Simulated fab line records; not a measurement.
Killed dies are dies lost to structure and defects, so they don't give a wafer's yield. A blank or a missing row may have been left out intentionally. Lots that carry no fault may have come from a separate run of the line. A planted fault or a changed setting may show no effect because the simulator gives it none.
fab line records	flow sky130
record lots=7	wafers=21	last-day=50
route steps=708 shown SONOS_TUNNEL@158 SONOS_ONO@168 GATE_OXIDE@187 PAD_OPEN@708
lots that met no fault: from a run of the same line without faults
start-h: the number of hours between the record's first day and the start of the first shown wafer of the lot	wait-h: time in hours since the lot's previous step	" the same as in the row above	L1.1+2: one row covering several wafers at once	- no value present, or no start provided	* or withheld: withheld	< > ~ a bound
route shown NAME@n: names a module that has steps shown in the file, with the first one's number in the route	usual: mean/standard deviation taken from wafers without a fault	same: alike in all rows	chamber/n: place in a boat	sites: each site's reading	_std_site: their standard deviation	_edge_site: outer sites' mean less inner sites'	radius-mm: how far each site lies from the wafer's centre	mask NAME#n: copy n	behind: tool/chamber where the wafer was last shaped	hold: why the lot was held/for how many hours/how that ended	device: names the non-switching transistor (n, p or np)	end of line: tests run on the same wafers once the route is complete	a step without rows: its recipe alone	killed: at the first sort, the dies lost to defects and structure; wafer yield is something else	map: a wafer's dies, marking killed ones x, the rest . and places with no die _
set.NAME: the run value of the setting; set.NAME@STEP: its run value at that earlier step	model.NAME: the simulator's own value behind a step, which no gauge read
certain route steps with their lots: each step a table, each wafer a row
services: the hour from which a tool's chamber was out of use, counted from the record's first day as start-h (under 0 if before that day), plus the number of hours and why
## steps
# step SKY_SONOS_TUNNEL_EXPOSE_04
# recipe mask-id=TUNM	na=0.6	source-shape=conventional	sigma-outer=0.6	polarization=unpolarized	target-cd-nm=410	dose-mj=136
# step SKY_SONOS_TUNNEL_PEB_05
# recipe temp-c=withheld	time-s=*	resist=NOVOLAK
# step SKY_SONOS_TUNNEL_DEVELOP_06
# recipe resist=NOVOLAK	developer=TMAH	develop-time-s=60	dev-temp-c=23
# step SKY_SONOS_TUNNEL_CD_MEAS_07
# recipe target-cd-nm=410
# usual cd-nm=409.8/2.2
lot.wafer	tool	chamber	start-h	wait-h	cd-nm
L843.1	cd-sem-01	-	265.02	0.1	412.3
L843.3	"	-	"	"	412.3
L843.4	"	-	"	"	412.0
L844.2	cd-sem-02	-	269.54	0.1	411.1
L844.4	"	-	"	"	409.1
L844.5	"	-	"	"	409.3
L850.1	cd-sem-02	-	318.05	0.1	409.9
L850.2	"	-	"	"	408.8
L850.4	"	-	"	"	408.1
L851.3	cd-sem-01	-	323.66	0.1	410.3
L851.4	"	-	"	"	407.5
L851.6	"	-	"	"	407.4
L852.2	cd-sem-02	-	332.37	0.1	412.0
L852.4	"	-	"	"	411.4
L852.5	"	-	"	"	408.6
L860.3	cd-sem-02	-	402.39	0.1	405.3
L860.4	"	-	"	"	407.1
L860.6	"	-	"	"	406.6
L864.3	cd-sem-01	-	453.61	0.1	410.5
L864.5	"	-	"	"	409.6
L864.6	"	-	"	"	410.1
# step SKY_SONOS_TUNNEL_OVL_MEAS_08
# usual SONOS_TUNNEL_OVL=-0.1/1.7
lot.wafer	tool	chamber	start-h	wait-h	SONOS_TUNNEL_OVL[nm]
L843.1	overlay-02	-	265.14	0.1	-2.6
L843.3	"	-	"	"	-3.2
L843.4	"	-	"	"	-1.4
L844.2	overlay-01	-	269.64	0.1	0.7
L844.4	"	-	"	"	-0.5
L844.5	"	-	"	"	0.0
L850.1	overlay-01	-	318.17	0.1	3.5
L850.2	"	-	"	"	2.3
L850.4	"	-	"	"	2.4
L851.3	overlay-01	-	323.75	0.1	1.0
L851.4	"	-	"	"	1.1
L851.6	"	-	"	"	1.7
L852.2	overlay-01	-	332.47	0.1	-1.3
L852.4	"	-	"	"	2.0
L852.5	"	-	"	"	-0.6
L860.3	overlay-01	-	402.48	0.1	0.8
L860.4	"	-	"	"	-0.2
L860.6	"	-	"	"	0.1
L864.3	overlay-02	-	453.70	0.1	-0.5
L864.5	"	-	"	"	0.2
L864.6	"	-	"	"	-0.4
# step SKY_SONOS_TUNNEL_IMPLANT_09
# recipe species=B	energy-kev=20	dose-cm2=1e+12	tilt-deg=withheld
# step SKY_SONOS_TUNNEL_WET_ETCH_10
# recipe chemistry=dHF	target-depth-nm=14	target=SiO2	dilution=100:1	temp-c=25	time-s=280
# step SKY_SONOS_TUNNEL_STRIP_11
# recipe chemistry=SPM	time-s=600	temp-c=130
# step SKY_SONOS_TUNNEL_TW_MEAS_12
# usual SONOS_TUNNEL_TW=196.7/2.4
lot.wafer	tool	chamber	start-h	wait-h	SONOS_TUNNEL_TW
L843.1	film-metro-02	-	265.60	0.0	197.0
L843.3	"	-	"	"	198.4
L843.4	"	-	"	"	197.5
L844.2	film-metro-01	-	270.13	0.0	192.6
L844.4	"	-	"	"	194.5
L844.5	"	-	"	"	194.3
L850.1	film-metro-01	-	318.61	0.0	195.7
L850.2	"	-	"	"	195.7
L850.4	"	-	"	"	196.8
L851.3	film-metro-02	-	324.23	0.0	198.8
L851.4	"	-	"	"	199.1
L851.6	"	-	"	"	198.1
L852.2	film-metro-04	-	332.94	0.0	200.8
L852.4	"	-	"	"	202.4
L852.5	"	-	"	"	201.1
L860.3	film-metro-04	-	402.94	0.0	200.5
L860.4	"	-	"	"	197.6
L860.6	"	-	"	"	199.3
L864.3	film-metro-04	-	454.16	0.0	199.5
L864.5	"	-	"	"	199.2
L864.6	"	-	"	"	199.1
# step SKY_SONOS_TUNNEL_CLEAN_13
# recipe chemistry=dHF	time-s=20	dilution=100:1	dry=ipa-marangoni
# step SKY_SONOS_ONO_OXIDATION_00
# recipe temp-c=800	ambient=O2	idle-temp-c=700	ramp-up-c-per-min=10	ramp-down-c-per-min=3	stabilise-s=600	purge-s=300	target-thk-a=26	ox-time-s=1249
# step SKY_SONOS_ONO_THK_MEAS_01
# recipe reads=SiO2_of_SONOS_ONO_OXIDATION_00
# usual SONOS_ONO_OXIDATION_THK=2.60/0.049
lot.wafer	tool	chamber	start-h	wait-h	SONOS_ONO_OXIDATION_THK[nm]
L843.1	film-metro-04	-	268.17	0.0	2.53
L843.3	"	-	"	"	2.64
L843.4	"	-	"	"	2.64
L844.2	film-metro-03	-	273.47	0.0	2.71
L844.4	"	-	"	"	2.64
L844.5	"	-	"	"	2.69
L850.1	film-metro-03	-	322.56	0.0	2.62
L850.2	"	-	"	"	2.64
L850.4	"	-	"	"	2.63
L851.3	film-metro-04	-	330.86	0.0	2.61
L851.4	"	-	"	"	2.61
L851.6	"	-	"	"	2.67
L852.2	film-metro-02	-	341.97	0.0	2.57
L852.4	"	-	"	"	2.57
L852.5	"	-	"	"	2.60
L860.3	film-metro-03	-	404.94	0.0	2.53
L860.4	"	-	"	"	2.58
L860.6	"	-	"	"	2.59
L864.3	film-metro-02	-	455.89	0.0	2.58
L864.5	"	-	"	"	2.63
L864.6	"	-	"	"	2.73
# step SKY_SONOS_ONO_CVD_02
# recipe material=Si3N4	precursor=DCS/NH3	target-thk-nm=10.5	temp-c=770	time-s=180	pressure-mtorr=250
# usual zone-power-bottom-pct=17.9/0.33
lot.wafer	tool	chamber	start-h	wait-h	zone-power-bottom-pct
L843.1	lpcvd-02	0	269.78	1.6	17.3
L843.3	"	0	"	"	17.4
L843.4	"	0	"	"	17.8
L844.2	lpcvd-02	0	275.34	1.9	17.7
L844.4	"	0	"	"	17.6
L844.5	"	0	"	"	17.9
L850.1	lpcvd-02	1	322.62	0.1	18.6
L850.2	"	1	"	"	18.4
L850.4	"	1	"	"	18.2
L851.3	lpcvd-02	1	331.14	0.3	18.2
L851.4	"	1	"	"	18.3
L851.6	"	1	"	"	18.3
L852.2	lpcvd-02	0	343.15	1.2	18.0
L852.4	"	0	"	"	17.4
L852.5	"	0	"	"	17.6
L860.3	lpcvd-02	1	404.98	0.0	18.3
L860.4	"	1	"	"	18.5
L860.6	"	1	"	"	18.0
L864.3	lpcvd-02	0	456.48	0.6	17.5
L864.5	"	0	"	"	17.9
L864.6	"	0	"	"	17.8
# step SKY_SONOS_ONO_THK_MEAS_03
# recipe reads=Si3N4_of_SONOS_ONO_CVD_02
# usual SONOS_ONO_CVD_02_THK=10.52/0.15
lot.wafer	tool	chamber	start-h	wait-h	SONOS_ONO_CVD_02_THK[nm]
L843.1	film-metro-04	-	270.83	0.0	10.54
L843.3	"	-	"	"	10.60
L843.4	"	-	"	"	10.58
L844.2	film-metro-04	-	276.40	0.0	10.47
L844.4	"	-	"	"	10.41
L844.5	"	-	"	"	10.42
L850.1	film-metro-02	-	323.67	0.0	10.75
L850.2	"	-	"	"	10.75
L850.4	"	-	"	"	10.73
L851.3	film-metro-03	-	332.21	0.0	10.33
L851.4	"	-	"	"	10.21
L851.6	"	-	"	"	10.30
L852.2	film-metro-03	-	344.21	0.0	10.36
L852.4	"	-	"	"	10.49
L852.5	"	-	"	"	10.62
L860.3	film-metro-02	-	406.05	0.0	10.61
L860.4	"	-	"	"	10.61
L860.6	"	-	"	"	10.53
L864.3	film-metro-04	-	458.08	0.0	10.49
L864.5	"	-	"	"	10.38
L864.6	"	-	"	"	10.53
# step SKY_SONOS_ONO_CVD_04
# recipe material=SiO2	precursor=SiH4/N2O	target-thk-nm=5.7199	temp-c=900	pressure-mtorr=400
# step SKY_SONOS_ONO_THK_MEAS_05
# recipe reads=SiO2_of_SONOS_ONO_CVD_04
# usual SONOS_ONO_CVD_04_THK=5.67/0.095
lot.wafer	tool	chamber	start-h	wait-h	SONOS_ONO_CVD_04_THK[nm]
L843.1	film-metro-02	-	272.14	0.0	5.67
L843.3	"	-	"	"	5.61
L843.4	"	-	"	"	5.68
L844.2	film-metro-03	-	277.71	0.0	5.71
L844.4	"	-	"	"	5.76
L844.5	"	-	"	"	5.79
L850.1	film-metro-03	-	324.98	0.0	5.59
L850.2	"	-	"	"	5.72
L850.4	"	-	"	"	5.77
L851.3	film-metro-02	-	333.52	0.0	5.77
L851.4	"	-	"	"	5.78
L851.6	"	-	"	"	5.80
L852.2	film-metro-03	-	345.52	0.0	5.61
L852.4	"	-	"	"	5.56
L852.5	"	-	"	"	5.65
L860.3	film-metro-04	-	407.36	0.0	5.57
L860.4	"	-	"	"	5.59
L860.6	"	-	"	"	5.59
L864.3	film-metro-02	-	459.39	0.0	5.68
L864.5	"	-	"	"	5.80
L864.6	"	-	"	"	5.79
# step SKY_SONOS_ONO_DEHYDRATE_06
# recipe temp-c=200	time-s=60
# step SKY_SONOS_ONO_HMDS_07
# recipe prime-time-s=60	prime-temp-c=120
# step SKY_SONOS_ONO_COAT_08
# recipe resist=NOVOLAK	spin-rpm=3000	resist-thk-nm=1140
# step SKY_SONOS_ONO_SOFTBAKE_09
# recipe temp-c=90	time-s=60	resist=NOVOLAK
# step SKY_SONOS_ONO_EXPOSE_10
# recipe mask-id=ONOM	target-cd-nm=410	na=0.6	source-shape=conventional	sigma-outer=0.6	dose-mj=150
# step SKY_SONOS_ONO_PEB_11
# recipe temp-c=withheld	time-s=*	resist=NOVOLAK
# step SKY_SONOS_ONO_DEVELOP_12
# recipe develop-time-s=60	dev-temp-c=23
# step SKY_SONOS_ONO_CD_MEAS_13
# recipe target-cd-nm=410
# usual cd-nm=409.5/2.2
lot.wafer	tool	chamber	start-h	wait-h	cd-nm
L843.1	cd-sem-01	-	296.10	0.1	411.0
L843.3	"	-	"	"	409.4
L843.4	"	-	"	"	411.4
L844.2	cd-sem-02	-	302.72	0.1	406.9
L844.4	"	-	"	"	409.7
L844.5	"	-	"	"	408.9
L850.1	cd-sem-01	-	350.69	0.1	408.1
L850.2	"	-	"	"	410.4
L850.4	"	-	"	"	409.1
L851.3	cd-sem-02	-	358.69	0.1	411.7
L851.4	"	-	"	"	410.4
L851.6	"	-	"	"	411.8
L852.2	cd-sem-02	-	371.86	0.1	412.0
L852.4	"	-	"	"	413.3
L852.5	"	-	"	"	412.4
L860.3	cd-sem-01	-	437.79	0.1	413.1
L860.4	"	-	"	"	414.4
L860.6	"	-	"	"	412.2
L864.3	cd-sem-02	-	490.49	0.1	412.8
L864.5	"	-	"	"	410.9
L864.6	"	-	"	"	410.8
# step SKY_SONOS_ONO_OVL_MEAS_14
# usual SONOS_ONO_OVL=0.4/1.6
lot.wafer	tool	chamber	start-h	wait-h	SONOS_ONO_OVL[nm]
L843.1	overlay-01	-	296.22	0.1	0.9
L843.3	"	-	"	"	0.1
L843.4	"	-	"	"	0.2
L844.2	overlay-02	-	302.82	0.1	0.7
L844.4	"	-	"	"	1.0
L844.5	"	-	"	"	0.9
L850.1	overlay-02	-	350.81	0.1	1.1
L850.2	"	-	"	"	1.9
L850.4	"	-	"	"	-0.7
L851.3	overlay-02	-	358.78	0.1	-1.2
L851.4	"	-	"	"	-2.0
L851.6	"	-	"	"	-1.0
L852.2	overlay-02	-	371.96	0.1	-1.0
L852.4	"	-	"	"	-0.8
L852.5	"	-	"	"	0.0
L860.3	overlay-01	-	437.88	0.1	1.8
L860.4	"	-	"	"	1.0
L860.6	"	-	"	"	0.8
L864.3	overlay-01	-	490.58	0.1	-1.2
L864.5	"	-	"	"	-0.2
L864.6	"	-	"	"	-3.1
# step SKY_SONOS_ONO_ETCH_15
# recipe target-depth-nm=19.52	chemistry=CHF3/O2	source-w=600	bias-w=200	pressure-mtorr=40	chf3-flow-sccm=50	O2_flow_sccm=5	time-s=7.8
# usual drypump-motor-current-A=5.9/0.61	oes-product-au=1.000/0.011	throttle-valve-pct=8.825/0.009
lot.wafer	tool	chamber	start-h	wait-h	drypump-motor-current-A	oes-product-au	rf-hours-counter-h	throttle-valve-pct
L843.1	rie-diel-02	3	296.25	0.0	5.6	0.994	43	8.820
L843.3	"	2	"	"	6.4	0.990	6	8.820
L843.4	"	0	"	"	5.0	0.994	104	8.831
L844.2	rie-diel-03	0	302.85	0.0	6.0	1.005	80	8.804
L844.4	"	0	"	"	5.9	1.016	-	8.829
L844.5	"	2	"	"	5.2	0.993	-	8.826
L850.1	rie-diel-03	1	350.84	0.0	5.2	1.006	1	8.822
L850.2	"	3	"	"	6.7	0.990	4	8.842
L850.4	"	2	"	"	5.2	0.992	3	8.820
L851.3	rie-diel-02	3	358.80	0.0	5.6	0.987	45	8.827
L851.4	"	0	"	"	5.0	0.981	106	8.816
L851.6	"	0	"	"	5.0	0.977	-	8.821
L852.2	rie-diel-02	3	371.99	0.0	5.6	1.007	45	8.804
L852.4	"	1	"	"	6.0	1.006	8	8.839
L852.5	"	3	"	"	5.6	0.985	-	8.837
L860.3	rie-diel-03	1	437.90	0.0	5.2	1.008	2	8.839
L860.4	"	0	"	"	5.9	0.990	82	8.823
L860.6	"	0	"	"	5.9	1.003	-	8.833
L864.3	rie-diel-03	1	490.60	0.0	5.2	1.013	3	8.822
L864.5	"	2	"	"	5.3	0.995	-	8.805
L864.6	"	3	"	"	6.6	0.990	-	8.828
# step SKY_SONOS_ONO_WET_ETCH_16
# recipe chemistry=dHF	target-depth-nm=14	dry=n2-spin	target=SiO2	dilution=100:1	temp-c=25	time-s=280
# step SKY_SONOS_ONO_STRIP_17
# recipe chemistry=O2/N2	power-w=1400	pressure-mtorr=1500	platen-temp-c=withheld	o2-flow-sccm=3000	n2-flow-sccm=300	overash-fraction=0.5
# usual drypump-motor-current-A=5.9/0.59	n2-flow-sccm=299.9/0.91	oes-product-au=0.711/0.0047	strip-time-to-endpoint-s=14.11/0.044
lot.wafer	tool	chamber	start-h	wait-h	drypump-motor-current-A	n2-flow-sccm	oes-product-au	rf-hours-counter-h	strip-time-to-endpoint-s
L843.1	plasma-asher-03	1	296.36	0.0	5.7	299.8	0.712	60	14.13
L843.3	"	0	"	"	6.3	299.9	0.713	-	14.09
L843.4	"	1	"	"	5.7	301.2	0.708	-	14.13
L844.2	plasma-asher-03	1	302.96	0.0	5.7	299.1	0.708	60	14.11
L844.4	"	0	"	"	6.3	298.5	0.716	-	14.10
L844.5	"	0	"	"	6.3	300.6	0.710	-	14.12
L850.1	plasma-asher-01	1	350.95	0.0	6.2	300.2	0.715	68	14.08
L850.2	"	0	"	"	4.9	299.6	0.712	68	14.10
L850.4	"	1	"	"	6.3	300.6	0.710	-	14.08
L851.3	plasma-asher-03	0	358.94	0.0	6.3	300.2	0.711	-	14.19
L851.4	"	1	"	"	5.7	300.7	0.714	-	14.15
L851.6	"	0	"	"	6.3	299.3	0.711	-	14.18
L852.2	plasma-asher-03	1	372.10	0.0	5.7	300.3	0.714	68	14.19
L852.4	"	1	"	"	5.7	299.6	0.710	-	14.19
L852.5	"	0	"	"	6.3	299.4	0.700	-	14.22
L860.3	plasma-asher-01	1	438.04	0.0	6.3	298.7	0.714	-	14.07
L860.4	"	0	"	"	4.9	300.9	0.708	-	14.06
L860.6	"	1	"	"	6.3	299.1	0.715	-	14.06
L864.3	plasma-asher-04	0	490.74	0.0	6.7	300.1	0.711	-	14.05
L864.5	"	0	"	"	6.6	300.5	0.714	-	14.07
L864.6	"	1	"	"	5.8	299.5	0.710	-	14.10
# step SKY_SONOS_ONO_WET_ETCH_18
# recipe chemistry=H3PO4	target-depth-nm=15	target=Si3N4	temp-c=160	time-s=172
# step SKY_GATE_OXIDE_CLEAN_00
# recipe chemistry=SC1/SC2	mix=1:4:20	temp-c=70	time-s=150	dry=n2-spin
# step SKY_GATE_OXIDE_OXIDATION_01
# recipe temp-c=900	ambient=O2	stabilise-s=600	purge-s=300	target-thk-a=102.68	ox-time-s=1473
# step SKY_GATE_OXIDE_THK_MEAS_02
# recipe reads=SiO2_of_GATE_OXIDE_OXIDATION_01
# usual GATE_OXIDE_OXIDATION_00_THK=10.28/0.15
lot.wafer	tool	chamber	start-h	wait-h	GATE_OXIDE_OXIDATION_00_THK[nm]
L843.1	film-metro-01	-	298.04	0.0	10.22
L843.3	"	-	"	"	10.26
L843.4	"	-	"	"	10.39
L844.2	film-metro-02	-	307.19	0.0	10.33
L844.4	"	-	"	"	10.36
L844.5	"	-	"	"	10.32
L850.1	film-metro-03	-	355.82	0.0	10.25
L850.2	"	-	"	"	10.12
L850.4	"	-	"	"	10.15
L851.3	film-metro-01	-	362.55	0.0	10.13
L851.4	"	-	"	"	10.10
L851.6	"	-	"	"	10.18
L852.2	film-metro-01	-	375.61	0.0	10.32
L852.4	"	-	"	"	10.20
L852.5	"	-	"	"	10.33
L860.3	film-metro-03	-	439.64	0.0	10.32
L860.4	"	-	"	"	10.30
L860.6	"	-	"	"	10.57
L864.3	film-metro-01	-	492.34	0.0	10.13
L864.5	"	-	"	"	10.13
L864.6	"	-	"	"	10.05
# step SKY_GATE_OXIDE_DEHYDRATE_03
# recipe temp-c=200	time-s=60
# step SKY_GATE_OXIDE_HMDS_04
# recipe prime-time-s=60	prime-temp-c=120
# step SKY_GATE_OXIDE_COAT_05
# recipe resist=NOVOLAK	spin-rpm=3000	resist-thk-nm=1140
# step SKY_GATE_OXIDE_SOFTBAKE_06
# recipe temp-c=90	time-s=60	resist=NOVOLAK
# step SKY_GATE_OXIDE_EXPOSE_07
# recipe mask-id=LVOM	na=0.6	source-shape=conventional	sigma-outer=0.6	polarization=unpolarized	target-cd-nm=600	dose-mj=170
# step SKY_GATE_OXIDE_PEB_08
# recipe temp-c=withheld	time-s=*	resist=NOVOLAK
# step SKY_GATE_OXIDE_DEVELOP_09
# recipe resist=NOVOLAK	developer=TMAH	develop-time-s=60	dev-temp-c=23
# step SKY_GATE_OXIDE_OVL_MEAS_10
# usual GATE_OXIDE_OVL=0.4/1.7
lot.wafer	tool	chamber	start-h	wait-h	GATE_OXIDE_OVL[nm]
L843.1	overlay-01	-	323.92	0.1	3.1
L843.3	"	-	"	"	3.3
L843.4	"	-	"	"	2.2
L844.2	overlay-01	-	334.40	0.1	0.0
L844.4	"	-	"	"	-0.5
L844.5	"	-	"	"	-1.1
L850.1	overlay-02	-	383.20	0.1	-2.6
L850.2	"	-	"	"	1.3
L850.4	"	-	"	"	0.0
L851.3	overlay-02	-	391.20	0.1	1.4
L851.4	"	-	"	"	2.1
L851.6	"	-	"	"	0.5
L852.2	overlay-02	-	404.39	0.1	1.0
L852.4	"	-	"	"	4.0
L852.5	"	-	"	"	2.0
L860.3	overlay-02	-	469.85	0.1	-1.5
L860.4	"	-	"	"	2.1
L860.6	"	-	"	"	0.9
L864.3	overlay-02	-	522.60	0.1	-1.7
L864.5	"	-	"	"	-1.2
L864.6	"	-	"	"	-1.2
# step SKY_GATE_OXIDE_IMPLANT_11
# recipe species=B	energy-kev=10	dose-cm2=2.6e+12	tilt-deg=withheld
# step SKY_GATE_OXIDE_WET_ETCH_12
# recipe chemistry=dHF	target-depth-nm=16.8	dry=n2-spin	target=SiO2	dilution=100:1	temp-c=25	time-s=336
# step SKY_PAD_OPEN_PROBE_99
# usual killed_at_M0_to_M3=44/7.2	killed_at_M4_up=3.4/2.1	killed-at-contacts=24/5.5	killed-at-front-end=15/4.6	killed-at-other=0.4/0.64	killed-dies=86/9.1	killed-open=47/7.5	killed-short=39/5.8
# same gross-dies=492	killed-at-back-side=0
lot.wafer	tool	chamber	start-h	wait-h	killed_at_M0_to_M3	killed_at_M4_up	killed-at-contacts	killed-at-front-end	killed-at-other	killed-dies	killed-open	killed-short
L850.1	prober-02	-	1128.76	0.1	45	2	25	76	0	148	55	28
L850.2	prober-02	-	1128.81	0.1	43	3	27	81	1	155	51	41
L850.4	prober-02	-	1128.91	0.2	42	3	18	72	0	135	35	34
L851.3	prober-01	-	1135.96	0.2	53	6	19	72	1	151	52	37
L851.4	prober-01	-	1136.01	0.2	35	2	28	71	0	136	45	30
L851.6	prober-01	-	1136.11	0.2	37	3	18	75	0	133	32	35
L852.2	prober-02	-	1144.27	0.1	39	0	16	81	0	136	32	34
L852.4	prober-02	-	1144.37	0.2	37	0	19	79	1	136	41	28
L852.5	prober-02	-	1144.42	0.2	46	1	23	76	0	146	37	44
# killed by level:class
L850.1 SONOS_ONO:unspecified=65 VIA1:geometric-particle:open=16 CONTACT:geometric-particle:open=14 VIA3:geometric-particle:open=9 LI_CONTACT:geometric-particle:open=6 VIA1:geometric-particle:short=5 VIA3:geometric-particle:short=4 POLY_GATE:geometric-particle:short=3
L850.2 SONOS_ONO:unspecified=62 VIA1:geometric-particle:open=12 LI_CONTACT:geometric-particle:open=9 VIA2:geometric-particle:open=9 METAL1:geometric-particle:short=8 CONTACT:geometric-particle:open=7 POLY_GATE:geometric-particle:short=6 LI_CONTACT:geometric-particle:short=5
L850.4 SONOS_ONO:unspecified=66 VIA1:geometric-particle:open=12 METAL2:geometric-particle:short=7 LI_CONTACT:geometric-particle:open=5 CONTACT:geometric-particle:open=5 METAL1:geometric-particle:short=5 VIA3:geometric-particle:open=5 CONTACT:geometric-particle:short=4
L851.3 SONOS_ONO:unspecified=62 VIA1:geometric-particle:open=10 VIA2:geometric-particle:open=10 METAL2:geometric-particle:short=7 LI_CONTACT:geometric-particle:open=7 CONTACT:geometric-particle:open=7 VIA3:geometric-particle:open=7 METAL4:geometric-particle:short=6
L851.4 SONOS_ONO:unspecified=61 VIA1:geometric-particle:open=11 CONTACT:geometric-particle:open=10 LI_CONTACT:geometric-particle:open=8 METAL2:geometric-particle:short=7 VIA2:geometric-particle:open=5 POLY_GATE:geometric-particle:short=4 LOCAL_INTERCONNECT:geometric-particle:short=4
L851.6 SONOS_ONO:unspecified=66 CONTACT:geometric-particle:open=9 METAL2:geometric-particle:short=8 VIA3:geometric-particle:short=6 VIA1:geometric-particle:open=5 VIA3:geometric-particle:open=5 CONTACT:geometric-particle:short=4 FIELD_ISO:geometric-particle:short=3
L852.2 SONOS_ONO:unspecified=70 VIA2:geometric-particle:open=9 METAL1:geometric-particle:short=7 LOCAL_INTERCONNECT:geometric-particle:short=5 VIA1:geometric-particle:open=5 LI_CONTACT:geometric-particle:open=4 CONTACT:geometric-particle:open=4 METAL3:geometric-particle:short=4
L852.4 SONOS_ONO:unspecified=67 VIA1:geometric-particle:open=10 LI_CONTACT:geometric-particle:open=7 FIELD_ISO:geometric-particle:open=5 CONTACT:geometric-particle:open=5 VIA3:geometric-particle:open=5 VIA3:geometric-particle:short=5 VIA1:geometric-particle:short=4
L852.5 SONOS_ONO:unspecified=65 VIA1:geometric-particle:open=12 VIA1:geometric-particle:short=9 CONTACT:geometric-particle:open=8 METAL1:geometric-particle:short=7 METAL2:geometric-particle:short=7 LI_CONTACT:geometric-particle:open=6 LOCAL_INTERCONNECT:geometric-particle:short=6
# map L850.2 (x killed, . not)
__________........x._________
________..x.x...x....._______
______..x..............._____
_____..xx.x.x........x...____
____......x........x....x.___
___.x.........xx.xxx...x...__
__.......x.xx.....x...x.x..._
_....x........x...x..........
_.......x.........x..xxx...x.
_.....x..x.....x.x......x....
_...............x..x.........
_....xx.x....x......x........
_...x.x....x.xx..x..........x
_x.xx....x.xxxxxx.xx.x.......
_x..x.x...xxxxxxxx..x..xx.xxx
__x.....xxxxxxxxxxx..x..x..x_
___..x..xxxxxxxxxx..x......__
____x...xxxxxxxxxxx...x.x.___
_____...x.xxxxxxxx.......____
______.xxxxxxxxxx.x.x..._____
________.x.xxxxx.....x_______
__________..x......x_________
# map L851.3 (x killed, . not)
__________x.......x._________
________........x....._______
______...........xx..xxx_____
_____...x..x....xx.......____
____xx.x..........x......x___
___..x.........x...xx.....x__
__x.....x..x....x........x.._
_..x.....x.....x..x.x........
_.....x...xxx..........x.x.x.
_.x.xxx......................
_.x..x.x..x...x....xx..x.....
_...x..........x.....x.x.....
_........x..x......x..x......
_....x...xxxxxx.x.x.xxx..x.x.
_.x......x.xxxxxx...x.....x..
__.x......xxxxxxxx.x....x..x_
___...x.xxxxxxxxxxx.x....x.__
____x.x..xxxxxxxx.........___
_____..xxxxxxxxxxxx......____
______.x.xxxxxxxx......._____
________.xx.xxxxx....x_______
__________..xx...x.._________
## services
tool	chamber	start-h	hours	kind
rie-diel-02	-	261.10	0.7	repair
rie-diel-03	2	264.34	2.4	repair
rie-diel-03	2	266.78	4.0	repair
plasma-asher-03	-	270.16	0.9	repair
plasma-asher-01	-	271.65	1.9	repair
rie-diel-03	1	295.22	-	clean
rie-diel-03	1	295.22	17.9	scheduled-down
rie-diel-03	1	295.22	17.9	vent-cycle
rie-diel-03	0	304.99	3.6	repair
plasma-asher-04	-	309.79	17.7	repair
plasma-asher-01	-	311.27	0.5	repair
rie-diel-03	0	331.04	9.0	repair
lpcvd-02	-	354.20	2.8	repair
plasma-asher-03	-	373.74	6.5	repair
rie-diel-02	0	406.99	-	clean
rie-diel-02	0	406.99	20.8	scheduled-down
rie-diel-02	0	406.99	20.8	vent-cycle
plasma-asher-01	-	421.25	9.0	pm
plasma-asher-01	0	421.25	9.0	vent-cycle
plasma-asher-01	1	421.25	9.0	vent-cycle
plasma-asher-01	0	430.25	-	clean
plasma-asher-01	1	430.25	-	clean
rie-diel-02	2	444.57	11.0	repair
plasma-asher-01	-	477.44	1.8	repair
## key
first-sign step=SKY_PAD_OPEN_PROBE_99	reading=killed-at-front-end	direction=up	sigmas=13	usual=15	struck=76
effect step=SKY_PAD_OPEN_PROBE_99	reading=killed-dies	direction=up	sigmas=6.1	usual=86	struck=142
met-at SKY_SONOS_ONO_CVD_02
struck-wafers L850.1,L850.2,L850.4,L851.3,L851.4,L851.6,L852.2,L852.4,L852.5
tester-left-out L850,L851,L852
onset-between 275.34 322.62
fault kind=chamber-particle-source	tool=lpcvd-02	chamber=-	onset-h=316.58	steps=SKY_SONOS_ONO_CVD_02	rate-per-visit-cm2=1.7365	end-h=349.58
# tester-left-out: of these lots the tester's yield and bins aren't shown, on N5 and GAA mostly nor the transistor test; their killed dies are dies lost to structure and defects alone, not to doping, threshold or leakage, so they don't give the yield
